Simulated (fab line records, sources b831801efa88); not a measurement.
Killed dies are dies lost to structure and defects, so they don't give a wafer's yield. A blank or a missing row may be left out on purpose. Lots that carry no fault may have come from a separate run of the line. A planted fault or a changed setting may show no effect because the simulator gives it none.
fab line records    flow sky130
record: lots: 12  wafers: 36  last-day: 51
route steps=708 shown METAL2@489 VIA2@519 PAD_OPEN@708
lots with no fault: from the same line, run without faults
start-h: start of the lot's first displayed wafer, in hours after the record's first day    wait-h: hours from the lot's prior step to this one    " the same as in the row above    L1.1+2: one row covering several wafers at once    - no value present, or no start provided    * or withheld: withheld    < > ~ a bound
route shown NAME@n: names a module that has steps shown in the file, with the first one's number in the route    usual: average and standard deviation across the fault-free wafers    same: alike in all rows    chamber/n: place in a boat    sites: per-site readings    _std_site: their standard deviation    _edge_site: the outer-site mean with the inner-site mean subtracted    radius-mm: for every site, how far away it sits from the centre of the wafer    mask NAME#n: copy n    behind: the last tool/chamber to shape the wafer    hold: what put the lot on hold/how long, in hours/how the hold closed    device: whichever transistor did not switch (one of n, p or np)    end of line: the same wafers' tests at the end of the route    where a step has no rows: the recipe by itself    killed: not the wafer's yield, but the dies lost to structure and defects at the first sort    map: per-die view of a wafer (x killed, . not killed, _ where there is no die)
set.NAME: the run value of the setting; set.NAME@STEP: its run value at that earlier step    model.NAME: the simulator's own value behind a step, which no gauge read
the route's steps for a sample of lots (tables are steps, rows are wafers)
services: when a tool's chamber went out of use (start-h, in hours from the record's first day, below 0 if earlier), for how many hours, and the reason
== steps ==
step: SKY_METAL2_THK_MEAS_06
recipe: thk-meas-gauge: xrf  reads: AlCu_of_METAL2_SPUTTER_02
usual: METAL2_ALCU_THK: 252/4.2
lot.wafer  tool           chamber  start-h  wait-h  METAL2_ALCU_THK[nm]
L313.1     film-metro-04  -        820.40   0.1     255
L313.4     "              -        "        "       250
L313.5     "              -        "        "       251
L314.1     film-metro-02  -        823.48   0.1     251
L314.4     "              -        "        "       255
L314.5     "              -        "        "       255
L315.1     film-metro-04  -        826.95   0.1     256
L315.4     "              -        "        "       251
L315.6     "              -        "        "       251
L317.1     film-metro-02  -        836.92   0.1     254
L317.2     "              -        "        "       254
L317.3     "              -        "        "       254
L319.2     film-metro-01  -        859.96   0.1     250
L319.5     "              -        "        "       253
L319.6     "              -        "        "       252
L322.2     film-metro-01  -        875.33   0.1     254
L322.4     "              -        "        "       247
L322.6     "              -        "        "       244
L323.2     film-metro-04  -        883.59   0.1     256
L323.3     "              -        "        "       249
L323.6     "              -        "        "       256
L329.2     film-metro-01  -        946.31   0.1     242
L329.3     "              -        "        "       247
L329.6     "              -        "        "       246
L331.1     film-metro-01  -        965.56   0.1     250
L331.5     "              -        "        "       250
L331.6     "              -        "        "       250
L334.1     film-metro-01  -        968.72   0.1     249
L334.2     "              -        "        "       244
L334.5     "              -        "        "       247
L333.2     film-metro-04  -        969.93   0.1     262
L333.4     "              -        "        "       258
L333.6     "              -        "        "       259
L335.4     film-metro-01  -        975.82   0.1     255
L335.5     "              -        "        "       258
L335.6     "              -        "        "       253
step: SKY_VIA2_CD_MEAS_12
recipe: target-cd-nm: 200
usual: cd-nm: 200.1/1.2
lot.wafer  tool       chamber  start-h  wait-h  cd-nm
L313.1     cd-sem-01  -        875.06   -       201.4
L313.4     "          -        "        "       200.0
L313.5     "          -        "        "       201.3
L314.1     cd-sem-01  -        877.22   -       201.1
L314.4     "          -        "        "       201.1
L314.5     "          -        "        "       201.1
L315.1     cd-sem-02  -        880.30   -       198.5
L315.4     "          -        "        "       198.7
L315.6     "          -        "        "       198.9
L317.1     cd-sem-02  -        890.37   -       200.3
L317.2     "          -        "        "       200.8
L317.3     "          -        "        "       200.5
L319.2     cd-sem-01  -        911.92   -       200.6
L319.5     "          -        "        "       199.5
L319.6     "          -        "        "       200.6
L322.2     cd-sem-01  -        928.52   -       200.8
L322.4     "          -        "        "       201.6
L322.6     "          -        "        "       201.7
L323.2     cd-sem-01  -        935.89   -       197.8
L323.3     "          -        "        "       198.4
L323.6     "          -        "        "       198.9
L329.2     cd-sem-01  -        996.50   -       199.4
L329.3     "          -        "        "       199.4
L329.6     "          -        "        "       200.7
L331.1     cd-sem-01  -        1014.01  -       199.9
L331.5     "          -        "        "       201.3
L331.6     "          -        "        "       199.8
L334.1     cd-sem-01  -        1018.45  -       200.3
L334.2     "          -        "        "       199.8
L334.5     "          -        "        "       199.3
L333.2     cd-sem-01  -        1019.33  -       199.7
L333.4     "          -        "        "       198.9
L333.6     "          -        "        "       198.4
L335.4     cd-sem-02  -        1025.11  -       199.1
L335.5     "          -        "        "       198.6
L335.6     "          -        "        "       199.1
step: SKY_VIA2_OVL_MEAS_13
usual: VIA2_OVL: -4/5
lot.wafer  tool        chamber  start-h  wait-h  VIA2_OVL[nm]
L313.1     overlay-01  -        875.18   0.1     -9
L313.4     "           -        "        "       -2
L313.5     "           -        "        "       -9
L314.1     overlay-01  -        877.34   0.1     6
L314.4     "           -        "        "       2
L314.5     "           -        "        "       -1
L315.1     overlay-01  -        880.42   0.1     -1
L315.4     "           -        "        "       -3
L315.6     "           -        "        "       -3
L317.1     overlay-02  -        890.49   0.1     -8
L317.2     "           -        "        "       -6
L317.3     "           -        "        "       -6
L319.2     overlay-02  -        912.02   0.1     -3
L319.5     "           -        "        "       -9
L319.6     "           -        "        "       1
L322.2     overlay-01  -        928.62   0.1     -3
L322.4     "           -        "        "       -8
L322.6     "           -        "        "       0
L323.2     overlay-02  -        936.00   0.1     -8
L323.3     "           -        "        "       -1
L323.6     "           -        "        "       5
L329.2     overlay-02  -        996.60   0.1     -5
L329.3     "           -        "        "       -13
L329.6     "           -        "        "       -2
L331.1     overlay-01  -        1014.13  0.1     -7
L331.5     "           -        "        "       -11
L331.6     "           -        "        "       -5
L334.1     overlay-02  -        1018.57  0.1     0
L334.2     "           -        "        "       -3
L334.5     "           -        "        "       2
L333.2     overlay-02  -        1019.44  0.1     -7
L333.4     "           -        "        "       -2
L333.6     "           -        "        "       -4
L335.4     overlay-02  -        1025.19  0.1     -4
L335.5     "           -        "        "       -4
L335.6     "           -        "        "       -2
step: SKY_VIA2_ETCH_14
recipe: chemistry: N2/H2  target: BARC  ion-energy-ev: 200  source-w: 500  bias-w: 100  pressure-mtorr: 30  n2-flow-sccm: 100  h2-flow-sccm: 200  stop-on: SiO2  time-s: 45.9  target-depth-a: 600
usual: bias-w: 100.1/0.32  drypump-motor-current-A: 5.6/0.39  oes-product-au: 0.854/0.0046  rf-fwd-power-W: 495.3/1.9  throttle-valve-pct: 13.225/0.009
lot.wafer  tool         chamber  start-h  wait-h  bias-w  drypump-motor-current-A  oes-product-au  rf-fwd-power-W  rf-hours-counter-h  throttle-valve-pct
L313.1     rie-diel-02  0        875.22   0.0     100.2   5.3                      0.855           494.0           6                   13.208
L313.4     "            1        "        "       100.5   5.5                      0.852           497.6           12                  13.233
L313.5     "            3        "        "       99.9    5.8                      0.855           492.6           -                   13.214
L314.1     rie-diel-04  0        877.38   0.0     99.8    5.7                      0.858           495.2           2                   13.229
L314.4     "            1        "        "       100.0   5.3                      0.861           493.4           9                   13.217
L314.5     "            0        "        "       100.3   5.7                      0.857           495.8           -                   13.229
L315.1     rie-diel-02  3        880.45   0.0     100.4   5.8                      0.851           494.4           26                  13.218
L315.4     "            0        "        "       100.1   5.3                      0.853           492.9           6                   13.234
L315.6     "            1        "        "       100.2   5.5                      0.853           498.0           -                   13.243
L317.1     rie-diel-02  1        890.53   0.0     100.3   5.5                      0.855           495.6           13                  13.208
L317.2     "            3        "        "       100.3   5.8                      0.848           495.8           26                  13.227
L317.3     "            2        "        "       99.3    4.9                      0.848           493.3           16                  13.228
L319.2     rie-diel-02  0        912.05   0.0     99.9    5.3                      0.855           494.7           7                   13.225
L319.5     "            0        "        "       100.3   5.3                      0.852           494.7           -                   13.224
L319.6     "            3        "        "       100.1   5.8                      0.854           495.5           -                   13.222
L322.2     rie-diel-02  1        928.65   0.0     103.7   5.5                      0.860           497.7           14                  13.233
L322.4     "            3        "        "       104.0   5.8                      0.858           496.0           28                  13.224
L322.6     "            0        "        "       104.0   5.3                      0.859           493.3           -                   13.223
L323.2     rie-diel-02  0        936.03   0.0     103.6   5.3                      0.856           494.0           8                   13.223
L323.3     "            2        "        "       103.8   4.9                      0.855           494.4           17                  13.220
L323.6     "            2        "        "       104.0   4.9                      0.851           494.0           -                   13.209
L329.2     rie-diel-03  2        996.63   0.0     100.2   6.4                      0.854           495.0           0                   13.223
L329.3     "            3        "        "       100.4   5.8                      0.849           494.9           12                  13.233
L329.6     "            3        "        "       100.4   5.8                      0.853           496.8           -                   13.214
L331.1     rie-diel-02  1        1014.17  0.0     99.9    5.5                      0.854           500.2           18                  13.220
L331.5     "            1        "        "       99.7    5.5                      0.856           498.1           -                   13.227
L331.6     "            0        "        "       100.0   5.3                      0.852           495.8           -                   13.222
L334.1     rie-diel-04  0        1018.60  0.0     100.6   5.7                      0.861           494.3           5                   13.224
L334.2     "            1        "        "       100.2   5.3                      0.856           496.6           12                  13.209
L334.5     "            3        "        "       99.7    6.3                      0.851           499.0           -                   13.215
L333.2     rie-diel-02  1        1019.47  0.0     99.7    5.5                      0.855           496.3           18                  13.218
L333.4     "            1        "        "       100.5   5.5                      0.857           498.8           -                   13.222
L333.6     "            0        "        "       100.6   5.3                      0.854           495.2           -                   13.220
L335.4     rie-diel-02  2        1025.20  0.0     99.9    4.9                      0.857           491.1           20                  13.225
L335.5     "            3        "        "       100.2   5.8                      0.851           495.2           -                   13.226
L335.6     "            2        "        "       99.8    4.9                      0.851           490.2           -                   13.223
step: SKY_PAD_OPEN_PROBE_99
usual: defect-limited-yield: 82.4/1.8  killed_at_M0_to_M3: 43/6.6  killed_at_M4_up: 3.1/1.9  killed-at-contacts: 24/5.2  killed-at-front-end: 16/4.5  killed-at-other: 0.4/0.62  killed-dies: 87/9  killed-open: 48/7  killed-short: 39/6.2  sort_bin_3_pad_short: 0.9/0.44  sort_bin_5_function: 10.3/1.3  sort_bin_6_memory: 6.5/1.1  sort-n-pass: 405/9  sort-yield-pct: 82.4/1.8
same: gross-dies: 492  killed-at-back-side: 0  sort_bin_4_leakage[%]: 0  sort_bin_8_speed[%]: 0
lot.wafer  tool       chamber  start-h  wait-h  defect-limited-yield[%]  killed_at_M0_to_M3  killed_at_M4_up  killed-at-contacts  killed-at-front-end  killed-at-other  killed-dies  killed-open  killed-short  sort_bin_3_pad_short[%]  sort_bin_5_function[%]  sort_bin_6_memory[%]  sort-n-pass  sort-yield-pct[%]
L313.1     prober-02  -        1103.19  0.1     79.9                     47                  4                20                  28                   0                99           54           45            0.8                      12.6                    6.7                   393          79.9
L313.4     prober-02  -        1103.34  0.2     80.9                     41                  6                21                  26                   0                94           58           36            0.6                      9.1                     9.3                   398          80.9
L313.5     prober-02  -        1103.39  0.2     82.5                     41                  1                26                  18                   0                86           51           35            0.6                      8.1                     8.7                   406          82.5
L314.1     prober-01  -        1104.79  0.1     80.9                     50                  7                16                  20                   1                94           50           44            1.6                      11.0                    6.5                   398          80.9
L314.4     prober-01  -        1104.94  0.2     84.3                     42                  3                18                  14                   0                77           49           28            0                        8.9                     6.7                   415          84.3
L314.5     prober-01  -        1104.99  0.2     82.9                     53                  1                19                  10                   1                84           62           21            0.2                      11.0                    5.9                   408          82.9
L315.1     prober-02  -        1108.02  0.1     80.7                     42                  6                31                  16                   0                95           55           40            1.0                      10.8                    7.5                   397          80.7
L315.4     prober-02  -        1108.17  0.2     85.0                     41                  0                22                  11                   0                74           39           35            0.6                      9.6                     4.9                   418          85.0
L315.6     prober-02  -        1108.27  0.2     84.3                     46                  3                14                  13                   1                77           46           31            1.0                      9.8                     4.9                   415          84.3
L317.1     prober-01  -        1118.81  0.1     83.3                     38                  6                24                  14                   0                82           40           42            1.6                      8.7                     6.3                   410          83.3
L317.2     prober-01  -        1118.86  0.1     83.5                     43                  2                27                  9                    0                81           50           31            1.0                      8.5                     6.9                   411          83.5
L317.3     prober-01  -        1118.91  0.2     78.3                     55                  2                25                  25                   0                107          58           49            1.0                      13.6                    7.1                   385          78.3
L319.2     prober-02  -        1132.52  0.1     83.1                     38                  2                24                  19                   0                83           44           37            0.6                      11.0                    5.3                   409          83.1
L319.5     prober-02  -        1132.67  0.2     81.9                     31                  3                29                  25                   1                89           52           36            0.8                      11.4                    5.9                   403          81.9
L319.6     prober-02  -        1132.72  0.2     82.1                     42                  2                31                  13                   0                88           45           42            0.4                      11.8                    5.7                   404          82.1
L322.2     prober-02  -        1146.57  0.1     85.0                     36                  3                19                  16                   0                74           36           38            0.6                      8.1                     6.3                   418          85.0
L322.4     prober-02  -        1146.67  0.2     82.7                     38                  9                22                  16                   0                85           47           38            1.0                      10.8                    5.5                   407          82.7
L322.6     prober-02  -        1146.77  0.2     84.1                     40                  2                21                  15                   0                78           54           24            0.2                      10.2                    5.5                   414          84.1
L323.2     prober-01  -        1150.70  0.1     84.3                     33                  4                23                  17                   0                77           38           39            0.6                      8.3                     6.7                   415          84.3
L323.3     prober-01  -        1150.75  0.2     84.3                     36                  4                24                  13                   0                77           45           32            0.4                      8.9                     6.3                   415          84.3
L323.6     prober-01  -        1150.90  0.2     80.9                     44                  9                32                  9                    0                94           51           43            1.4                      11.2                    6.5                   398          80.9
L329.2     prober-01  -        1196.61  0.1     83.1                     46                  1                16                  19                   1                83           45           38            0.8                      10.2                    5.9                   409          83.1
L329.3     prober-01  -        1196.66  0.2     82.3                     38                  3                31                  15                   0                87           48           39            0.4                      8.9                     8.3                   405          82.3
L329.6     prober-01  -        1196.81  0.2     82.1                     40                  2                24                  21                   1                88           54           34            0.4                      11.0                    6.5                   404          82.1
L331.1     prober-01  -        1207.13  0.1     83.5                     45                  4                21                  11                   0                81           44           37            1.0                      10.0                    5.5                   411          83.5
L331.5     prober-01  -        1207.33  0.2     84.1                     43                  4                20                  11                   0                78           45           33            1.2                      7.7                     6.9                   414          84.1
L331.6     prober-01  -        1207.38  0.2     85.4                     34                  2                23                  13                   0                72           37           35            1.0                      8.5                     5.1                   420          85.4
L334.1     prober-02  -        1209.36  0.1     81.5                     47                  1                23                  19                   1                91           56           35            1.0                      12.2                    5.3                   401          81.5
L334.2     prober-02  -        1209.41  0.1     81.3                     37                  4                24                  26                   1                92           56           36            0.4                      10.0                    8.3                   400          81.3
L334.5     prober-02  -        1209.56  0.2     84.1                     38                  0                24                  16                   0                78           45           33            0.6                      8.5                     6.7                   414          84.1
L333.2     prober-01  -        1211.65  0.1     85.4                     30                  2                25                  15                   0                72           41           31            0.4                      9.6                     4.7                   420          85.4
L333.4     prober-01  -        1211.75  0.2     81.3                     53                  4                23                  9                    3                92           59           33            0.6                      12.4                    5.7                   400          81.3
L333.6     prober-01  -        1211.85  0.2     85.4                     34                  3                18                  17                   0                72           40           32            1.0                      7.1                     6.5                   420          85.4
L335.4     prober-01  -        1216.26  0.2     82.1                     41                  3                26                  16                   2                88           53           35            0.6                      10.4                    6.9                   404          82.1
L335.5     prober-01  -        1216.31  0.2     86.2                     37                  1                19                  11                   0                68           39           29            0.4                      7.9                     5.5                   424          86.2
L335.6     prober-01  -        1216.36  0.2     82.5                     47                  2                25                  12                   0                86           51           35            0.2                      10.4                    6.9                   406          82.5
killed by level:class
L313.1 VIA1:geometric-particle:open=10 CONTACT:geometric-particle:open=9 METAL1:geometric-particle:short=9 POLY_GATE:geometric-particle:open=7 VIA2:geometric-particle:open=6 METAL2:geometric-particle:short=6 FIELD_ISO:geometric-particle:short=5 LI_CONTACT:geometric-particle:open=5
L313.4 VIA1:geometric-particle:open=11 POLY_GATE:geometric-particle:open=10 VIA2:geometric-particle:open=9 CONTACT:geometric-particle:open=8 POLY_GATE:geometric-particle:short=7 VIA3:geometric-particle:open=5 CONTACT:geometric-particle:short=4 METAL2:geometric-particle:short=4
L313.5 VIA2:geometric-particle:open=11 LI_CONTACT:geometric-particle:open=8 VIA3:geometric-particle:open=7 SPACER:geometric-particle:open=6 LOCAL_INTERCONNECT:geometric-particle:short=6 CONTACT:geometric-particle:open=6 METAL1:geometric-particle:short=6 VIA1:geometric-particle:open=6
L314.1 VIA1:geometric-particle:open=11 VIA1:geometric-particle:short=8 CONTACT:geometric-particle:open=7 VIA3:geometric-particle:open=7 LI_CONTACT:geometric-particle:open=5 METAL2:geometric-particle:short=5 METAL4:geometric-particle:short=5 POLY_GATE:geometric-particle:open=4
L314.4 CONTACT:geometric-particle:open=12 VIA1:geometric-particle:open=10 VIA2:geometric-particle:open=8 VIA3:geometric-particle:open=7 FIELD_ISO:geometric-particle:short=5 VIA1:geometric-particle:short=4 METAL2:geometric-particle:short=4 POLY_CUT:geometric-particle:open=3
L314.5 VIA1:geometric-particle:open=18 VIA3:geometric-particle:open=11 CONTACT:geometric-particle:open=9 VIA2:geometric-particle:open=8 METAL2:geometric-particle:short=7 LI_CONTACT:geometric-particle:open=6 FIELD_ISO:geometric-particle:open=5 VIA1:geometric-particle:short=3
L315.1 CONTACT:geometric-particle:open=12 VIA3:geometric-particle:open=12 VIA1:geometric-particle:open=8 LI_CONTACT:geometric-particle:open=7 CONTACT:geometric-particle:short=6 POLY_GATE:geometric-particle:open=6 METAL2:geometric-particle:short=6 METAL4:geometric-particle:short=6
L315.4 VIA2:geometric-particle:open=9 VIA1:geometric-particle:short=8 VIA3:geometric-particle:open=6 CONTACT:geometric-particle:open=6 CONTACT:geometric-particle:short=6 VIA1:geometric-particle:open=6 LI_CONTACT:geometric-particle:open=5 LOCAL_INTERCONNECT:geometric-particle:short=4
L315.6 VIA1:geometric-particle:open=12 VIA2:geometric-particle:open=9 METAL1:geometric-particle:short=7 CONTACT:geometric-particle:open=6 VIA3:geometric-particle:short=5 VIA3:geometric-particle:open=4 VIA1:geometric-particle:short=4 FIELD_ISO:geometric-particle:open=3
L317.1 CONTACT:geometric-particle:open=12 VIA1:geometric-particle:open=9 FIELD_ISO:geometric-particle:short=8 LOCAL_INTERCONNECT:geometric-particle:short=5 VIA3:geometric-particle:open=5 VIA1:geometric-particle:short=4 METAL1:geometric-particle:short=4 METAL2:geometric-particle:short=4
L317.2 VIA1:geometric-particle:open=12 CONTACT:geometric-particle:open=9 LI_CONTACT:geometric-particle:open=8 CONTACT:geometric-particle:short=7 METAL1:geometric-particle:short=7 VIA3:geometric-particle:open=6 METAL2:geometric-particle:short=5 VIA2:geometric-particle:open=5
L317.3 VIA1:geometric-particle:open=13 CONTACT:geometric-particle:open=11 VIA1:geometric-particle:short=9 POLY_GATE:geometric-particle:open=7 POLY_GATE:geometric-particle:short=6 VIA3:geometric-particle:open=6 FIELD_ISO:geometric-particle:open=5 METAL2:geometric-particle:short=5
L319.2 CONTACT:geometric-particle:open=10 METAL2:geometric-particle:short=8 VIA3:geometric-particle:open=8 VIA1:geometric-particle:open=7 LI_CONTACT:geometric-particle:open=5 METAL1:geometric-particle:short=4 POLY_GATE:geometric-particle:open=4 VIA1:geometric-particle:short=4
L319.5 LI_CONTACT:geometric-particle:open=10 VIA1:geometric-particle:open=9 CONTACT:geometric-particle:open=9 FIELD_ISO:geometric-particle:open=5 FIELD_ISO:geometric-particle:short=5 POLY_GATE:geometric-particle:short=5 VIA2:geometric-particle:open=5 CONTACT:geometric-particle:short=4
L319.6 CONTACT:geometric-particle:open=14 VIA1:geometric-particle:open=8 VIA2:geometric-particle:open=7 LI_CONTACT:geometric-particle:short=6 CONTACT:geometric-particle:short=6 METAL1:geometric-particle:short=5 FIELD_ISO:geometric-particle:short=4 LI_CONTACT:geometric-particle:open=4
L322.2 CONTACT:geometric-particle:open=9 VIA1:geometric-particle:open=9 VIA1:geometric-particle:short=6 POLY_GATE:geometric-particle:short=5 POLY_GATE:geometric-particle:open=4 VIA2:geometric-particle:open=4 METAL1:geometric-particle:short=4 METAL2:geometric-particle:short=4
L322.4 CONTACT:geometric-particle:open=12 VIA1:geometric-particle:open=9 VIA2:geometric-particle:open=7 METAL4:geometric-particle:short=6 FIELD_ISO:geometric-particle:short=5 VIA3:geometric-particle:open=5 FIELD_ISO:geometric-particle:open=4 LOCAL_INTERCONNECT:geometric-particle:short=4
L322.6 CONTACT:geometric-particle:open=11 VIA3:geometric-particle:open=10 VIA2:geometric-particle:open=8 VIA1:geometric-particle:open=7 FIELD_ISO:geometric-particle:open=5 POLY_GATE:geometric-particle:open=5 CONTACT:geometric-particle:short=5 METAL2:geometric-particle:short=5
L323.2 VIA1:geometric-particle:open=9 POLY_GATE:geometric-particle:short=8 CONTACT:geometric-particle:open=8 LI_CONTACT:geometric-particle:open=6 METAL2:geometric-particle:short=6 METAL1:geometric-particle:short=4 VIA1:geometric-particle:short=4 VIA2:geometric-particle:open=4
L323.3 VIA1:geometric-particle:open=11 CONTACT:geometric-particle:open=8 LI_CONTACT:geometric-particle:open=7 LOCAL_INTERCONNECT:geometric-particle:short=5 METAL2:geometric-particle:short=5 VIA2:geometric-particle:open=5 POLY_GATE:geometric-particle:open=4 CONTACT:geometric-particle:short=4
L323.6 CONTACT:geometric-particle:open=9 VIA1:geometric-particle:open=9 VIA2:geometric-particle:open=9 LOCAL_INTERCONNECT:geometric-particle:short=8 VIA1:geometric-particle:short=8 METAL4:geometric-particle:short=8 LI_CONTACT:geometric-particle:open=7 FIELD_ISO:geometric-particle:open=5
L329.2 VIA1:geometric-particle:open=12 VIA3:geometric-particle:open=7 CONTACT:geometric-particle:open=6 FIELD_ISO:geometric-particle:open=5 FIELD_ISO:geometric-particle:short=5 METAL1:geometric-particle:short=5 VIA1:geometric-particle:short=5 VIA2:geometric-particle:open=5
L329.3 CONTACT:geometric-particle:open=14 VIA1:geometric-particle:open=11 METAL2:geometric-particle:short=10 LOCAL_INTERCONNECT:geometric-particle:short=6 LI_CONTACT:geometric-particle:open=5 VIA3:geometric-particle:open=5 VIA3:geometric-particle:short=4 CONTACT:geometric-particle:short=4
L329.6 LI_CONTACT:geometric-particle:open=11 CONTACT:geometric-particle:open=8 METAL1:geometric-particle:short=7 VIA3:geometric-particle:open=7 FIELD_ISO:geometric-particle:short=5 VIA2:geometric-particle:open=5 METAL2:geometric-particle:short=5 FIELD_ISO:geometric-particle:open=4
L331.1 CONTACT:geometric-particle:open=9 VIA1:geometric-particle:open=8 VIA3:geometric-particle:open=7 LI_CONTACT:geometric-particle:open=6 METAL2:geometric-particle:short=6 METAL1:geometric-particle:short=5 FIELD_ISO:geometric-particle:short=4 VIA2:geometric-particle:short=4
L331.5 VIA1:geometric-particle:open=11 CONTACT:geometric-particle:open=10 METAL2:geometric-particle:short=8 VIA2:geometric-particle:open=8 LI_CONTACT:geometric-particle:open=4 METAL1:geometric-particle:short=4 VIA3:geometric-particle:open=4 FIELD_ISO:geometric-particle:short=3
L331.6 LI_CONTACT:geometric-particle:open=8 CONTACT:geometric-particle:short=7 METAL3:geometric-particle:short=7 FIELD_ISO:geometric-particle:open=6 VIA3:geometric-particle:open=5 VIA1:geometric-particle:open=5 METAL2:geometric-particle:short=4 VIA2:geometric-particle:open=4
L334.1 VIA1:geometric-particle:open=13 VIA3:geometric-particle:open=9 LI_CONTACT:geometric-particle:open=7 CONTACT:geometric-particle:open=7 METAL1:geometric-particle:short=6 VIA1:geometric-particle:short=6 POLY_GATE:geometric-particle:open=5 POLY_GATE:geometric-particle:short=5
L334.2 VIA1:geometric-particle:open=18 CONTACT:geometric-particle:open=9 FIELD_ISO:geometric-particle:open=8 FIELD_ISO:geometric-particle:short=6 LI_CONTACT:geometric-particle:open=6 POLY_GATE:geometric-particle:open=5 VIA1:geometric-particle:short=5 CONTACT:geometric-particle:short=4
L334.5 CONTACT:geometric-particle:open=10 VIA1:geometric-particle:open=9 CONTACT:geometric-particle:short=7 LI_CONTACT:geometric-particle:open=6 POLY_GATE:geometric-particle:open=5 FIELD_ISO:geometric-particle:open=4 METAL1:geometric-particle:short=4 VIA1:geometric-particle:short=4
L333.2 LI_CONTACT:geometric-particle:open=8 CONTACT:geometric-particle:open=8 METAL1:geometric-particle:short=7 VIA1:geometric-particle:open=7 POLY_GATE:geometric-particle:open=4 FIELD_ISO:geometric-particle:short=3 SPACER:geometric-particle:open=3 CONTACT:geometric-particle:short=3
L333.4 VIA1:geometric-particle:open=14 CONTACT:geometric-particle:open=10 VIA3:geometric-particle:open=9 LI_CONTACT:geometric-particle:open=8 VIA2:geometric-particle:open=7 VIA1:geometric-particle:short=4 VIA2:geometric-particle:short=4 METAL1:geometric-particle:short=3
L333.6 VIA1:geometric-particle:open=7 VIA3:geometric-particle:open=7 CONTACT:geometric-particle:short=6 LI_CONTACT:geometric-particle:open=5 CONTACT:geometric-particle:open=5 FIELD_ISO:geometric-particle:open=4 VIA1:geometric-particle:short=4 METAL2:geometric-particle:short=4
L335.4 CONTACT:geometric-particle:open=15 VIA1:geometric-particle:open=10 VIA3:geometric-particle:open=6 METAL1:geometric-particle:short=5 POLY_GATE:geometric-particle:open=4 METAL2:geometric-particle:short=4 VIA2:geometric-particle:open=4 LI_CONTACT:geometric-particle:open=3
L335.5 LI_CONTACT:geometric-particle:open=9 VIA1:geometric-particle:open=8 VIA3:geometric-particle:open=6 POLY_GATE:geometric-particle:short=4 POLY_GATE:geometric-particle:open=4 LI_CONTACT:geometric-particle:short=4 METAL3:geometric-particle:short=4 LOCAL_INTERCONNECT:geometric-particle:short=3
L335.6 CONTACT:geometric-particle:open=14 VIA1:geometric-particle:open=9 VIA3:geometric-particle:open=9 VIA1:geometric-particle:short=7 POLY_GATE:geometric-particle:open=7 LI_CONTACT:geometric-particle:open=5 METAL2:geometric-particle:short=5 VIA2:geometric-particle:open=5
== services ==
tool         chamber  start-h  hours  kind
rie-diel-03  -        853.39   0.6    repair
rie-diel-04  0        864.53   2.7    repair
rie-diel-03  1        868.16   4.5    repair
rie-diel-04  -        905.75   1.4    repair
rie-diel-03  2        917.48   22.3   repair
rie-diel-04  -        923.47   3.0    repair
rie-diel-04  0        934.23   3.9    repair
rie-diel-03  2        954.51   -      clean
rie-diel-03  2        954.51   25.1   scheduled-down
rie-diel-03  2        954.51   25.1   vent-cycle
rie-diel-02  2        973.75   11.4   repair
rie-diel-02  3        991.38   -      clean
rie-diel-02  3        991.38   31.7   scheduled-down
rie-diel-02  3        991.38   31.7   vent-cycle
rie-diel-02  2        1003.77  11.6   repair
rie-diel-03  0        1012.27  -      clean
rie-diel-03  0        1012.27  16.3   scheduled-down
rie-diel-03  0        1012.27  16.3   vent-cycle
== key ==
first-sign: step: SKY_VIA2_ETCH_14  reading: bias-w  direction: up  sigmas: 12  usual: 100.1  struck: 103.9
effect none on later readings
met-at SKY_VIA2_ETCH_14
struck-lots L322,L323
not-acting-at SKY_METAL2_THK_MEAS_06,SKY_VIA2_CD_MEAS_12,SKY_VIA2_OVL_MEAS_13
onset-between 912.05 928.65
fault: kind: process-parameter-drift  tool: rie-diel-02  chamber: -  onset-h: 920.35  steps: SKY_VIA2_ETCH_14  channel: bias-w  offset: 3.6696  shape: step  end-h: 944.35  acts-in: these-recipes-only  stated: 100
